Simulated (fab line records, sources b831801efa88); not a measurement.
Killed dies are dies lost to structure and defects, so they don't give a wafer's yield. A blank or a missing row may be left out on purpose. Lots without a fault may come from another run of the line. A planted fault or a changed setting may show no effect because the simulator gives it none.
Chamber matching | flow gf180mcu | GF_V3_CMP_26 on cmp-02: 4 sister chambers
The step polishes, stops on SiO2, t overpolish 15 s, target thk 0 nm. 14 wafers are shown with their chamber, then 7 later ones without.

WAFERS WITH THEIR CHAMBER
wafer  | chamber | motor_current_A (A) | time_to_endpoint_s (s) | overpolish_run_s (s)
L824.2 | 2       | 12.8                | 81                     | 14.992
L824.3 | 1       | 8.6                 | 90                     | 14.993
L824.5 | 3       | 11.9                | 84                     | 15.003
L826.1 | 1       | 8.4                 | 85                     | 14.993
L826.2 | 2       | 12.4                | 79                     | 14.987
L826.4 | 3       | 11.6                | 79                     | 14.993
L828.1 | 1       | 9.0                 | 93                     | 15.001
L828.4 | 2       | 12.9                | 81                     | 15.003
L828.5 | 0       | 10.3                | 84                     | 15.010
L838.1 | 1       | 8.9                 | 92                     | 15.012
L838.2 | 3       | 12.0                | 83                     | 14.992
L838.6 | 3       | 12.2                | 80                     | 14.985
L839.1 | 0       | 10.1                | 89                     | 15.000
L839.2 | 3       | 11.9                | 84                     | 14.985

SIGNATURES (means of the wafers above)
reading            | chamber 0 | chamber 1 | chamber 2 | chamber 3 | scatter within a chamber
motor_current_A    | 10.200    | 8.725     | 12.700    | 11.920    | 0.24
time_to_endpoint_s | 86.50     | 90.00     | 80.33     | 82.00     | 2.74
overpolish_run_s   | 15.00500  | 14.99975  | 14.99400  | 14.99160  | 0.00804
Rule: a wafer's distance from a chamber is the root of the sum, over the readings, of the square of ((its reading less the chamber's mean) divided by the reading's scatter). The wafer belongs to the nearest chamber; if the next one is less than 2 further off, it can't be placed. The scatter: the root of (the sum of the squares of (reading less its chamber's mean) over the shown wafers, divided by (wafers less chambers)).

WAFERS WITHOUT THEIR CHAMBER
wafer  | motor_current_A (A) | time_to_endpoint_s (s) | overpolish_run_s (s)
L839.6 | 10.3                | 86                     | 14.982
L841.3 | 13.2                | 81                     | 15.004
L841.5 | 12.6                | 78                     | 15.003
L841.6 | 8.5                 | 85                     | 14.995
L842.3 | 9.0                 | 87                     | 15.004
L842.4 | 12.4                | 78                     | 15.003
L842.5 | 11.9                | 78                     | 15.004

WHICH CHAMBER EACH WENT THROUGH
wafer  | from the rows above     | in truth
L839.6 | 0                       | 0
L841.3 | 2                       | 2
L841.5 | 2                       | 2
L841.6 | 1                       | 1
L842.3 | 1                       | 1
L842.4 | can't be placed: 2 or 3 | 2
L842.5 | can't be placed: 3 or 2 | 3
Placed correctly: 5 of 7. Can't be placed from these rows: 2 (the true chamber is among the candidates in 2). Placed wrongly: 0.
